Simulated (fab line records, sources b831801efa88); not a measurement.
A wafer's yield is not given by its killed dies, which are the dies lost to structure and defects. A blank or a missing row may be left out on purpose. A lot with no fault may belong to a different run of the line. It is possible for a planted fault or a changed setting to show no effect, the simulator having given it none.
Matching of chambers | flow sfq-line | 4 sister chambers for SFQ_TRILAYER_I3_CMP_CMP_082 on cmp-02
The step polishes SiO2. 4 wafers are shown with their chamber, then 11 later ones without.

WAFERS WITH THEIR CHAMBER
wafer  | chamber | motor-current-A (A)
L901.2 | 3       | 11.8
L903.2 | 2       | 9.3
L903.6 | 1       | 10.1
L905.1 | 0       | 9.6

WAFERS MISSING THEIR CHAMBER
wafer  | motor-current-A (A)
L905.4 | 10.7
L905.5 | 10.2
L906.3 | 12.0
L906.1 | 9.0
L906.6 | 11.6
L907.3 | 9.7
L907.4 | 9.1
L907.5 | 9.6
L908.1 | 9.6
L908.2 | 9.2
L908.3 | 10.3

THE CHAMBER EACH PASSED THROUGH
wafer  | from the rows above          | in truth
L905.4 | 1                            | 1
L905.5 | 1                            | 1
L906.3 | 3                            | 3
L906.1 | can't be placed: 2 or 0      | 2
L906.6 | 3                            | 3
L907.3 | can't be placed: 0 or 2 or 1 | 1
L907.4 | can't be placed: 2 or 0      | 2
L907.5 | can't be placed: 0 or 2      | 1
L908.1 | can't be placed: 0 or 2      | 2
L908.2 | can't be placed: 2 or 0      | 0
L908.3 | 1                            | 1
Placed correctly: 5 of 11. Not placeable from these rows: 6 (in 5, the candidates include the true chamber). 0 placed wrongly.
How it was worked out, from the rows above alone: a wafer's distance from a chamber is the root of the sum, over the readings, of the square of ((its reading less the chamber's mean) divided by the reading's scatter). If the next closest chamber is less than 2 further off than the closest, the wafer can't be placed; otherwise it belongs to the closest. A chamber's mean is the mean of its shown wafers. The scatter: root of mean squared gap, hidden wafer to nearest shown wafer, with one shown wafer a chamber.
